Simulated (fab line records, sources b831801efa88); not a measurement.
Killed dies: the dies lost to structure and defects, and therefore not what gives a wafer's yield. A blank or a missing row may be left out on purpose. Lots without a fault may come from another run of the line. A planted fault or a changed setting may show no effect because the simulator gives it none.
Chamber matching ; flow sky130 ; SKY_VIA2_CMP_24 on cmp-01 has 4 sister chambers
The step polishes, stops on SiO2, t overpolish 20 s, target thk 0 nm. 4 wafers are shown with their chamber, then 7 later ones without.

WAFERS PAIRED WITH THEIR CHAMBERS
wafer;chamber;motor-current-A (A)
L538.3;3;11.9
L544.4;1;10.8
L552.3;2;10.3
L557.1;0;12.1

WAFERS MISSING THEIR CHAMBER
wafer;motor-current-A (A)
L557.3;11.0
L555.1;12.7
L555.4;11.1
L555.5;12.8
L558.2;12.9
L558.3;11.8
L558.5;10.9

EACH ONE'S CHAMBER
wafer;from the rows above;in truth
L557.3;can't be placed: 1 or 2 or 3 or 0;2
L555.1;can't be placed: 0 or 3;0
L555.4;can't be placed: 1 or 2 or 3 or 0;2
L555.5;can't be placed: 0 or 3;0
L558.2;can't be placed: 0 or 3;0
L558.3;can't be placed: 3 or 0 or 1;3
L558.5;can't be placed: 1 or 2 or 3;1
Correct placement for 0 of the 7. Unplaceable from these rows: 7, with the true chamber sitting among the candidates in 7. Placed wrongly: 0.
How it was worked out, from the rows above alone: a wafer's distance from a chamber is the root of the sum, over the readings, of the square of ((its reading less the chamber's mean) divided by the reading's scatter). The wafer belongs to the nearest chamber; if the next one is less than 2 further off, it can't be placed. Each chamber's mean is taken over the wafers shown for it. The scatter: root of mean squared gap, hidden wafer to nearest shown wafer, with one shown wafer a chamber.
